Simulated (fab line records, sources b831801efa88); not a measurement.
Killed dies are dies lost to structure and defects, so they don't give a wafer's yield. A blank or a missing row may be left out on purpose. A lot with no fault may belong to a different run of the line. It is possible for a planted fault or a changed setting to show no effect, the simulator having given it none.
Which of the tools did it? :: flow sky130 :: route of 708 steps, sampled at 1 step: 6 lots, 17 wafers

WHAT THE GAUGES SHOWED, per wafer
SKY_VT_ADJUST_HVTP_TW_MEAS_11.
lot: L836
measured: day 6 16:31
on: film metro-04
VT_ADJUST_HVTP_TW: 1352 1357 1355

lot: L840
measured: day 7 16:01
on: film metro-01
VT_ADJUST_HVTP_TW: 1338 1341 1334

lot: L843
measured: day 8 10:41
on: film metro-01
VT_ADJUST_HVTP_TW: 1354 1342 1349

lot: L845
measured: day 8 22:47
on: film metro-02
VT_ADJUST_HVTP_TW: 1333 1335

lot: L852
measured: day 11 03:05
on: film metro-02
VT_ADJUST_HVTP_TW: 1343 1338 1344

lot: L855
measured: day 11 22:31
on: film metro-04
VT_ADJUST_HVTP_TW: 1349 1348 1345

WHICH TOOL RAN EACH LOT (tool, then ch and the chambers of the sampled wafers, then the start)
Before these readings, the record contains no process step.

THE ANSWER, worked out from the rows above alone
Rule: what is usual is taken from the lots themselves. Put in order of their means at a reading, lots are off if they are a third of the lots or fewer, leave a main group of 4 or more, and stand apart from it by a gap of 3 or more times the standard deviation of the main group's means; of several such gaps the widest counts. A main group whose means are all the same, to the digits that the tables above print for the reading, isn't used. Also off: a lot with no number at a reading for which 4 or more lots have one. The other lots that the step has rows for count as sound.
None of the lots is off at any reading shown; this tells nothing.

WHAT WAS PUT IN BY THE SIMULATOR
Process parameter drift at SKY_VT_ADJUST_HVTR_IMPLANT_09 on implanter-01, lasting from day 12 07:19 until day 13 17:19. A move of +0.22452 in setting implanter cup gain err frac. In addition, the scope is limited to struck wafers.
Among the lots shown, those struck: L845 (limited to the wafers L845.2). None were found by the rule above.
